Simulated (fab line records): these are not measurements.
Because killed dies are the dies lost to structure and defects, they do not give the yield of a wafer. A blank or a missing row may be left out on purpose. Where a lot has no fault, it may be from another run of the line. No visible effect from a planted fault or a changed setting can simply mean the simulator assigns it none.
Which tool was responsible? ; flow sky130 ; 13 lots, 39 wafers sampled, at 6 steps of a route of 708

## WHAT THE GAUGES SHOWED, per wafer
SKY_GATE_OXIDE_THK_MEAS_02. Usual: for GATE_OXIDE_OXIDATION_00_THK the level is 10.21 nm and the standard deviation is 0.18.
lot;measured;on;GATE_OXIDE_OXIDATION_00_THK (nm);flag
L688;day 12 14:46;film metro-02;10.16 10.14 10.23;
L689;day 12 23:07;film metro-01;10.10 10.27 10.09;
L690;day 13 10:04;film metro-02;9.94 10.02 10.24;
L694;day 14 13:10;film metro-01;10.23 10.17 10.20;
L695;day 14 23:04;film metro-04;10.24 10.56 10.54;
L698;day 16 05:14;film metro-02;10.25 10.15 10.10;
L697;day 16 08:50;film metro-04;10.46 10.19 10.44;
L702;day 17 15:33;film metro-04;10.41 10.44 10.21;
L704;day 18 05:04;film metro-02;10.47 10.35 10.42;
L708;day 19 12:01;film metro-04;9.76 9.74 9.58;
L709;day 19 17:31;film metro-02;9.97 10.11 9.99;
L710;day 20 05:27;film metro-01;10.35 10.21 10.56;
L711;day 20 14:20;film metro-01;9.93 10.04 10.09;

SKY_SD_P_CD_MEAS_07: target cd 380 nm. Usual: cd nm 380.7 nm, standard deviation 2.4.
lot;measured;on;cd nm (nm);flag
L688;day 25 09:37;cd sem-02;381.4 378.0 378.9;
L689;day 25 15:55;cd sem-01;376.9 379.6 379.9;
L690;day 26 06:37;cd sem-01;378.4 377.4 376.2;
L694;day 27 09:41;cd sem-01;380.6 380.8 379.5;
L695;day 27 20:13;cd sem-01;379.5 379.4 380.1;
L698;day 29 02:06;cd sem-02;380.8 382.4 380.6;
L697;day 29 05:41;cd sem-01;- - -;OFF
L702;day 30 11:14;cd sem-02;379.8 379.2 379.8;
L704;day 30 22:29;cd sem-01;381.1 382.5 380.7;
L708;day 32 01:14;cd sem-02;383.7 383.2 383.6;
L709;day 32 10:37;cd sem-01;377.5 381.3 380.7;
L710;day 32 18:08;cd sem-01;384.4 386.7 387.0;
L711;day 33 01:43;cd sem-02;379.5 379.2 379.6;

SKY_SD_P_TW_MEAS_11. Usual: for SD_P_TW the level is 2829 and the standard deviation is 14.
lot;measured;on;SD_P_TW;flag
L688;day 25 10:01;film metro-04;2831 2835 2838;
L689;day 25 16:19;film metro-01;2820 2834 2814;
L690;day 26 07:00;film metro-01;2819 2812 2818;
L694;day 27 10:05;film metro-03;2839 2827 2816;
L695;day 27 20:37;film metro-04;2834 2838 2830;
L698;day 29 02:29;film metro-04;2844 2834 2842;
L697;day 29 06:04;film metro-01;30 30 30;OFF
L702;day 30 11:37;film metro-01;2825 2817 2817;
L704;day 30 22:53;film metro-04;2846 2853 2843;
L708;day 32 01:38;film metro-01;2807 2813 2809;
L709;day 32 11:01;film metro-03;2812 2833 2815;
L710;day 32 18:32;film metro-01;2841 2817 2837;
L711;day 33 02:07;film metro-01;2822 2832 2820;

SKY_LI_CONTACT_CD_MEAS_12: target cd 170 nm. Usual: cd nm 170.9 nm, standard deviation 1.5.
lot;measured;on;cd nm (nm);flag
L688;day 29 01:22;cd sem-01;169.1 169.6 169.7;
L689;day 29 08:43;cd sem-02;172.1 171.2 171.4;
L690;day 29 21:23;cd sem-02;173.5 175.1 175.3;
L694;day 31 00:20;cd sem-01;170.6 171.2 170.8;
L695;day 31 10:04;cd sem-01;169.1 170.5 168.4;
L698;day 32 14:29;cd sem-01;169.1 169.2 169.3;
L697;day 32 18:32;cd sem-02;169.6 171.0 171.5;
L702;day 33 21:33;cd sem-01;169.3 168.5 169.3;
L704;day 34 08:08;cd sem-01;173.8 174.4 173.8;
L708;day 35 11:29;cd sem-01;169.3 169.0 169.6;
L709;day 35 20:19;cd sem-02;171.2 171.0 171.5;
L710;day 36 03:10;cd sem-01;169.4 169.9 171.0;
L711;day 36 12:28;cd sem-02;171.9 171.0 171.2;

## WHICH TOOL RAN EACH LOT (tool, then ch and the chambers of the sampled wafers, then the start)
lot;SKY_SD_P_EXPOSE_04;SKY_SD_N_STRIP_11
L688;iline stepper-01 ch 0, day 24 18:28;plasma asher-02 ch 0,1, day 27 20:04
L689;iline stepper-02 ch 0, day 25 01:14;plasma asher-04 ch 0,1, day 28 03:13
L690;iline stepper-02 ch 0, day 25 16:22;plasma asher-02 ch 0,1, day 28 16:07
L694;iline stepper-02 ch 0, day 26 19:44;plasma asher-03 ch 0,1, day 29 18:58
L695;iline stepper-01 ch 0, day 27 06:28;plasma asher-02 ch 0,1, day 30 05:31
L698;iline stepper-02 ch 0, day 28 12:37;plasma asher-02 ch 0,1, day 31 09:37
L697;iline stepper-02 ch 0, day 28 15:21;plasma asher-03 ch 0,1, day 31 13:36
L702;iline stepper-02 ch 0, day 29 21:48;plasma asher-04 ch 0,1, day 32 17:42
L704;iline stepper-02 ch 0, day 30 09:14;plasma asher-04 ch 0,1, day 33 04:46
L708;iline stepper-02 ch 0, day 31 11:46;plasma asher-02 ch 0,1, day 34 07:34
L709;iline stepper-01 ch 0, day 31 21:44;plasma asher-02 ch 0,1, day 34 16:58
L710;iline stepper-02 ch 0, day 32 05:07;plasma asher-02 ch 0,1, day 34 23:22
L711;iline stepper-02 ch 0, day 32 12:32;plasma asher-03 ch 0,1, day 35 08:16
- SKY_SD_P_EXPOSE_04: exposes mask PSDM, target cd 380 nm.
- SKY_SD_N_STRIP_11: strips in O2/N2.

## AS READ BY THE TOOLS THEMSELVES (means over the sampled wafers that have a number; for cases with no such wafer, the mark the record gives instead)
SKY_SD_N_STRIP_11. Usual: drypump motor current A 5.6 A, standard deviation 0.49; o2 flow sccm 3001 sccm, standard deviation 8.8; oes product au 0.527 a.u., standard deviation 0.0046; strip time to endpoint s 22.54 s, standard deviation 0.045.
lot;tool;drypump motor current A (A);o2 flow sccm (sccm);oes product au (a.u.);strip time to endpoint s (s);flag
L688;plasma asher-02;5.5;3008;0.528;22.54;
L689;plasma asher-04;6.0;2996;0.529;22.53;
L690;plasma asher-02;5.5;2994;0.526;22.51;
L694;plasma asher-03;5.8;3003;0.527;22.52;
L695;plasma asher-02;5.1;3004;0.531;22.54;
L698;plasma asher-02;5.1;2997;0.529;22.60;
L697;plasma asher-03;6.0;2997;0.529;22.49;
L702;plasma asher-04;6.0;3004;0.525;22.60;
L704;plasma asher-04;6.0;3003;0.529;22.59;
L708;plasma asher-02;5.1;2996;0.524;22.55;
L709;plasma asher-02;5.5;3003;0.527;22.58;
L710;plasma asher-02;5.5;2996;0.523;22.50;
L711;plasma asher-03;5.9;2993;0.527;22.56;

## THE ANSWER, worked out from the rows above alone
Rule: take the mean of a lot's wafers that have a number; if it is more than 3 standard deviations from the usual mean, the lot is off. Also off: a lot with no number at a reading for which 4 or more lots have one. The other lots that the step has rows for count as sound. After the gauges, taken in route order, come the tools' own readings; for these a lot's mean is taken, as printed above. At the first step where some lot is off, the reading lying furthest off is the one used; lots without a number count as furthest.
Off at SKY_SD_P_CD_MEAS_07 (cd nm): L697. Without a number there: L697.
A tool fits if, at a process step before that reading, it ran every lot that is off, and no sound lot after the first of them. The gauges at SKY_SD_P_CD_MEAS_07 aren't tried: what is off there is off at SKY_SD_P_TW_MEAS_11 too, on other tools, and a gauge's error can't cause that. None of those tried fits.

## WHAT THE SIMULATOR PUT IN
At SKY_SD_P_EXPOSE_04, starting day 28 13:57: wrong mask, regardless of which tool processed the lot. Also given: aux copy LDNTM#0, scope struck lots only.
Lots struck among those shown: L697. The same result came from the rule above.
